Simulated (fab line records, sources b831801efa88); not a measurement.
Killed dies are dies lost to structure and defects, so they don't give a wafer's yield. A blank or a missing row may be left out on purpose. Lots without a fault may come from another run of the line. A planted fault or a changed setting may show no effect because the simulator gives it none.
Which tool did it? | flow sfq_line | 14 lots, 42 wafers sampled, at 4 steps of a route of 325

WHAT THE GAUGES READ, wafer by wafer
SFQ_M4_RS_MEAS_924: measures by four-point-probe.
lot  | measured     | on            | M4_NB_RS (ohm/sq)
L813 | day 49 18:24 | film_metro-03 | 0.896 0.888 0.882
L814 | day 50 03:58 | film_metro-03 | 0.884 0.883 0.889
L815 | day 50 11:22 | film_metro-01 | 0.885 0.889 0.894
L816 | day 50 14:46 | film_metro-01 | 0.904 0.905 0.920
L818 | day 50 23:11 | film_metro-02 | 0.897 0.890 0.907
L819 | day 51 05:12 | film_metro-02 | 0.886 0.884 0.874
L820 | day 52 15:59 | film_metro-02 | 0.894 0.885 0.896
L821 | day 52 21:58 | film_metro-01 | 0.891 0.893 0.888
L822 | day 53 15:58 | film_metro-02 | 0.893 0.891 0.885
L823 | day 54 02:53 | film_metro-02 | 0.892 0.879 0.876
L829 | day 56 08:17 | film_metro-02 | 0.894 0.892 0.883
L833 | day 57 07:08 | film_metro-02 | 0.885 0.884 0.891
L834 | day 57 08:17 | film_metro-02 | 0.880 0.873 0.880
L835 | day 57 09:29 | film_metro-02 | 0.898 0.900 0.901

WHICH TOOL RAN EACH LOT (tool, then ch and the chambers of the sampled wafers, then the start)
lot  | SFQ_TRILAYER_I1_VIA_BARC_OPEN_VIA_ETCH_071 | SFQ_TRILAYER_M3_ETCH_METAL_ETCH_078 | SFQ_TRILAYER_M3_STRIP_STRIP_079
L813 | rie_diel-01 ch 1,3, day 31 03:10           | rie_metal-01 ch 0,1, day 44 01:37   | rie_metal-01 ch 0,1, day 44 01:54
L814 | rie_diel-01 ch 0,1,2, day 31 10:22         | rie_metal-04 ch 0,1, day 44 17:18   | rie_metal-04 ch 0,1, day 44 17:26
L815 | rie_diel-02 ch 0,2,3, day 32 02:05         | rie_metal-02 ch 0,1, day 45 02:54   | rie_metal-02 ch 0,1, day 45 03:02
L816 | rie_diel-02 ch 0,1,3, day 32 08:05         | rie_metal-04 ch 1, day 45 05:22     | rie_metal-04 ch 1, day 45 05:37
L818 | rie_diel-03 ch 0,2, day 32 16:29           | rie_metal-04 ch 1, day 46 02:11     | rie_metal-04 ch 1, day 46 02:19
L819 | rie_diel-01 ch 0,1,2, day 34 06:05         | rie_metal-04 ch 0,1, day 46 14:14   | rie_metal-04 ch 0,1, day 46 14:31
L820 | rie_diel-01 ch 0,1, day 34 18:05           | rie_metal-04 ch 0,1, day 48 01:18   | rie_metal-04 ch 0,1, day 48 01:25
L821 | rie_diel-01 ch 1,2, day 35 14:36           | rie_metal-01 ch 0,1, day 48 02:30   | rie_metal-01 ch 0,1, day 48 02:37
L822 | rie_diel-03 ch 0,2,3, day 35 19:24         | rie_metal-04 ch 0,1, day 48 09:42   | rie_metal-04 ch 0,1, day 48 09:49
L823 | rie_diel-03 ch 1,2, day 36 03:48           | rie_metal-02 ch 0,1, day 48 14:30   | rie_metal-02 ch 0,1, day 48 14:37
L829 | rie_diel-03 ch 0,2,3, day 38 06:35         | rie_metal-04 ch 0, day 50 04:10     | rie_metal-04 ch 0, day 50 04:17
L833 | rie_diel-01 ch 2,3, day 39 23:38           | rie_metal-04 ch 0,1, day 51 05:25   | rie_metal-04 ch 0,1, day 51 05:41
L834 | rie_diel-02 ch 0,2,3, day 40 02:02         | rie_metal-02 ch 0,1, day 51 06:34   | rie_metal-02 ch 0,1, day 51 06:41
L835 | rie_diel-02 ch 0,1, day 40 15:14           | rie_metal-01 ch 0, day 51 07:46     | rie_metal-01 ch 0, day 51 07:53
- SFQ_TRILAYER_I1_VIA_BARC_OPEN_VIA_ETCH_071: etches BARC in O2, target depth 125 nm, time 41.7 s.
- SFQ_TRILAYER_M3_ETCH_METAL_ETCH_078: etches Nb in Cl2/Ar, stops on SiO2, target depth 240 nm, time 120 s.
- SFQ_TRILAYER_M3_STRIP_STRIP_079: strips in O2.

WHAT THE TOOLS THEMSELVES READ (means of the sampled wafers that have a number; where no wafer has one, the mark that the record gives instead)
SFQ_TRILAYER_I1_VIA_BARC_OPEN_VIA_ETCH_071.
lot  | tool        | chamber_pressure_mTorr (mTorr) | drypump_motor_current_A (A) | oes_product_au (a.u.) | rf_fwd_power_W (W)
L813 | rie_diel-01 | 30.011                         | 6.5                         | 0.688                 | 493.7
L814 | rie_diel-01 | 30.009                         | 6.1                         | 0.681                 | 496.2
L815 | rie_diel-02 | 29.996                         | 5.6                         | 0.686                 | 493.4
L816 | rie_diel-02 | 30.005                         | 5.2                         | 0.684                 | 494.1
L818 | rie_diel-03 | 30.004                         | 6.1                         | 0.683                 | 495.0
L819 | rie_diel-01 | 30.011                         | 6.0                         | 0.685                 | 492.8
L820 | rie_diel-01 | 30.020                         | 6.3                         | 0.685                 | 495.4
L821 | rie_diel-01 | 29.993                         | 6.4                         | 0.684                 | 494.8
L822 | rie_diel-03 | 29.978                         | 5.9                         | 0.691                 | 494.3
L823 | rie_diel-03 | 30.009                         | 6.0                         | 0.684                 | 494.7
L829 | rie_diel-03 | 29.984                         | 5.9                         | 0.682                 | 492.1
L833 | rie_diel-01 | 29.993                         | 6.2                         | 0.684                 | 490.4
L834 | rie_diel-02 | 30.003                         | 5.6                         | 0.686                 | 494.2
L835 | rie_diel-02 | 29.990                         | 5.1                         | 0.685                 | 496.1

SFQ_TRILAYER_M3_ETCH_METAL_ETCH_078.
lot  | tool         | chamber_pressure_mTorr (mTorr) | drypump_motor_current_A (A) | oes_product_au (a.u.) | rf_fwd_power_W (W)
L813 | rie_metal-01 | 9.994                          | 5.77                        | 0.898                 | 595.4
L814 | rie_metal-04 | 10.003                         | 5.28                        | 0.896                 | 598.6
L815 | rie_metal-02 | 9.994                          | 5.89                        | 0.898                 | 595.3
L816 | rie_metal-04 | 10.009                         | 5.33                        | 0.898                 | 595.4
L818 | rie_metal-04 | 10.004                         | 5.34                        | 0.896                 | 597.3
L819 | rie_metal-04 | 10.000                         | 5.22                        | 0.895                 | 595.8
L820 | rie_metal-04 | 10.002                         | 5.27                        | 0.890                 | 595.0
L821 | rie_metal-01 | 10.006                         | 5.75                        | 0.897                 | 597.8
L822 | rie_metal-04 | 10.002                         | 5.27                        | 0.893                 | 596.9
L823 | rie_metal-02 | 10.003                         | 5.91                        | 0.895                 | 597.8
L829 | rie_metal-04 | 10.002                         | 5.16                        | 0.902                 | 690.8
L833 | rie_metal-04 | 10.008                         | 5.28                        | 0.895                 | 628.3
L834 | rie_metal-02 | 10.005                         | 5.84                        | 0.888                 | 596.6
L835 | rie_metal-01 | 10.000                         | 5.85                        | 0.908                 | 594.3

SFQ_TRILAYER_M3_STRIP_STRIP_079.
lot  | tool         | chamber_pressure_mTorr (mTorr) | drypump_motor_current_A (A) | oes_product_au (a.u.)
L813 | rie_metal-01 | 49.99                          | 5.77                        | 0.991
L814 | rie_metal-04 | 50.00                          | 5.32                        | 0.997
L815 | rie_metal-02 | 50.03                          | 5.91                        | 1.008
L816 | rie_metal-04 | 49.96                          | 5.32                        | 1.015
L818 | rie_metal-04 | 50.03                          | 5.32                        | 1.004
L819 | rie_metal-04 | 50.00                          | 5.23                        | 1.003
L820 | rie_metal-04 | 50.01                          | 5.28                        | 0.996
L821 | rie_metal-01 | 50.04                          | 5.74                        | 1.000
L822 | rie_metal-04 | 49.97                          | 5.29                        | 0.995
L823 | rie_metal-02 | 49.99                          | 5.92                        | 0.994
L829 | rie_metal-04 | 50.04                          | 5.17                        | 0.998
L833 | rie_metal-04 | 49.96                          | 5.28                        | 1.003
L834 | rie_metal-02 | 49.98                          | 5.82                        | 1.000
L835 | rie_metal-01 | 49.98                          | 5.79                        | 0.999

THE ANSWER, worked out from the rows above alone
Rule: what is usual is taken from the lots themselves. Put in order of their means at a reading, lots are off if they are a third of the lots or fewer, leave a main group of 4 or more, and stand apart from it by a gap of 3 or more times the standard deviation of the main group's means; of several such gaps the widest counts. A main group whose means are all the same, to the digits that the tables above print for the reading, isn't used. A lot without any number at a reading at which 4 lots or more have one is off too. The other lots that the step has rows for count as sound. The gauges are gone through in route order, then the tools' own readings, and for those a lot's mean is taken as printed above. The first step at which some lot is off is used, and at that step the reading that is off furthest; a lot without a number counts as furthest.
Off: L829, L833, at SFQ_TRILAYER_M3_ETCH_METAL_ETCH_078 (rf_fwd_power_W). The main group: mean 596.4 W, standard deviation 1.3.
A tool fits if, at that step or a process step before it, it ran every lot that is off, and no sound lot after the first of them. One fits: rie_metal-04 at SFQ_TRILAYER_M3_ETCH_METAL_ETCH_078. Its last sound lot is L822 (day 48 09:42), its first lot that is off L829 (day 50 04:10): a fault that began between those two fits.
The tool's own readings at SFQ_TRILAYER_M3_ETCH_METAL_ETCH_078 bear it out: on the lots that are off they differ by more than 5 times the standard deviation of the sound lots' means. rf_fwd_power_W reads 659.5 W there against 596.4 W on the sound lots.

WHAT THE SIMULATOR HAD PUT IN
Process parameter drift: rie_metal-04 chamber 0, from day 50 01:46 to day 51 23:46, at SFQ_TRILAYER_M3_ETCH_METAL_ETCH_078. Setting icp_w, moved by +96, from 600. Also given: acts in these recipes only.
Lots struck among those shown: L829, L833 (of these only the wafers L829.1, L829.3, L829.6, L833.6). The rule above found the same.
